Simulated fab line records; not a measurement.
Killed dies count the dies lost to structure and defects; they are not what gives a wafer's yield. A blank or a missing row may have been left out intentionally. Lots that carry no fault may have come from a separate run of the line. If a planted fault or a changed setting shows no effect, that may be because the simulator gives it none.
One fault seen from 2 desks ; flow gf180mcu ; only its own numbers are on each desk; what lay behind them is given at the end

## DESK OF THE TOOL OWNER: iline stepper-01
The tool's own readings at GF_MVSD_EXPOSE_04 (exposes mask MVSD, target cd 1000 nm): means of the sampled wafers that have a number, for each lot that ran on this tool. A lot is out of limits, marked OUT, if its mean lies more than 4 standard deviations from the usual mean; the brackets give that distance.
Columns: A = stage vel mm s at GF_MVSD_EXPOSE_04, usual 500.03 mm/s
lot;first seen here;A
L300;day 4 03:27;499.97
L301;day 4 08:49;499.50
L303;day 4 20:43;499.91
L304;day 5 02:10;500.25
L308;day 6 01:42;499.99
L309;day 6 06:33;500.24
Finding of this desk: none of the 6 lots has anything out of limits.

## AT THE METROLOGY DESK
Means of the sampled wafers that have a number, per lot and without regard to the tool the lot ran on: this is what the gauges read. A lot is out of limits, marked OUT, if its mean lies more than 4 standard deviations from the usual mean; the brackets give that distance.
Columns: A = cd nm at GF_STI_CD_MEAS_12, usual 220.2 nm; B = NWELL_OVL at GF_NWELL_OVL_MEAS_07, usual -0.5 nm; C = MVSD_OVL at GF_MVSD_OVL_MEAS_07, usual -0.8 nm
lot;first seen here;A;B;C
L300;day 2 01:37;220.2;0.2;-2.6
L301;day 2 06:47;219.4;0.1;-0.0
L302;day 2 11:32;220.7;-0.4;-2.0
L303;day 2 15:54;220.3;0.0;-0.9
L304;day 2 22:30;222.3;-0.2;0.1
L307;day 3 13:07;220.1;-2.1;1.4
L308;day 3 19:11;221.6;-4.9;-87.8 (-67) OUT
L309;day 4 00:35;221.7;0.7;-87.0 (-66) OUT
L310;day 4 04:47;220.9;1.7;-1.3
L317;day 5 17:40;221.2;-3.0;0.9
L320;day 6 08:38;220.6;1.6;-3.4
L322;day 6 19:43;221.9;-0.8;-2.0
Per this desk, out of limits: L308, L309; the first was L308, day 6 08:49 (MVSD_OVL at GF_MVSD_OVL_MEAS_07). L300, L301, L302, L303, L304, L307, L310, L317, L320, L322 stayed within limits.

## BROUGHT TOGETHER
On L308, L309, the metrology desk was in a position to raise an alarm at day 6 08:49.
Nothing out of limits was seen by the tool owner's desk.
Tool owner's desk: L308, L309 on record, inside its limits.
GF_MVSD_EXPOSE_04 was run on iline stepper-01 by each of the lots named.

## WHAT THE SIMULATOR HAD INSERTED
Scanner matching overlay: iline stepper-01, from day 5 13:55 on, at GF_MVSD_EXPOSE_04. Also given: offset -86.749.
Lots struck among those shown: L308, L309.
Delay in hours, fault start to first out-of-limits reading, per desk: metrology desk 19.
